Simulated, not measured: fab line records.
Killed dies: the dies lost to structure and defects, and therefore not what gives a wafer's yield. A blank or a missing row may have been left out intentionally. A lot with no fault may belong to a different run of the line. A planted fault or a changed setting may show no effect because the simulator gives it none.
A struck lot beside a sound one :: flow gf180mcu :: 14 out of 602 route steps
Sound: these wafers, L580.2, L580.4, L580.6. Wafers L578.4, L578.5, L578.6 were the ones struck. The cause is given at the end.
At each step with rows: each side's tool, then ch and its chambers, then its first start. Under that, the readings that differ: sound wafers :: struck wafers :: difference of the means :: sigmas: that difference in standard deviations of wafers without a fault.
alike: readings with means less than 2 such deviations apart, plus words and numbers identical on both sides. not compared: withheld readings, readings lacking a value on some wafer, bounds such as >300 that could conceal the same value, and numbers that have no deviation in the record and whose values overlap.
The two part at a step that has a row with sigmas, a row that says differs or no value, or rows on one side only. Non-overlapping numbers with no deviation appear without sigmas and do not part them. A reading that every wafer of one side lacks parts them only if that side has two wafers or more.

first, 1 step without rows for these wafers: GF_V2_CVD_00 (deposits SiO2, target thk 600 nm, time 100 s).
GF_V2_THK_MEAS_01:
  sound on film metro-02, day 24 10:04; struck on film metro-01, day 23 22:47
  alike: V2_CVD_00_THK
GF_V2_CVD_02: deposits SiO2 from TEOS, target thk 850 nm, time 94.851 s.
  sound on pecvd-02 ch 0,1,2, day 24 10:07; struck on pecvd-03 ch 0,1,2, day 23 22:51
  alike: heater power w
GF_V2_THK_MEAS_03:
  sound on film metro-02, day 24 10:11; struck on film metro-04, day 23 22:55
  alike: V2_CVD_02_THK
GF_V2_CMP_04: polishes SiO2.
  sound on cmp-01 ch 0,2,3, day 24 10:14; struck on cmp-02 ch 0,1, day 23 22:56
  alike: motor current A, retaining ring pressure frac, time to endpoint s
GF_V2_BOW_MEAS_05:
  sound on film metro-02, day 24 10:34; struck on film metro-02, day 23 23:18
  alike: V2_BOW
then, 6 steps without rows for these wafers: GF_V2_DEHYDRATE_06 (time 60 s); GF_V2_HMDS_07 (prime time 60 s); GF_V2_COAT_08; GF_V2_COAT_09 (resist thk 1000 nm); GF_V2_SOFTBAKE_10 (time 60 s); GF_V2_EXPOSE_11 (exposes mask Via2, target cd 260 nm).
GF_V2_PEB_12: peb time 90 s.
  struck on litho track-01, day 24 21:28; sound on litho track-04 ch 0, day 25 08:23
  no value came back on the struck wafers for chill plate temp C (C), exhaust pa (Pa); on the sound wafers chill plate temp C (C) reads 23.13 22.99 23.21
then, 1 step without rows for these wafers: GF_V2_DEVELOP_13 (develop time 60 s).

## WHERE THEY PART
Within this record, at GF_V2_PEB_12 only.

WHY: what had been put in by the simulator
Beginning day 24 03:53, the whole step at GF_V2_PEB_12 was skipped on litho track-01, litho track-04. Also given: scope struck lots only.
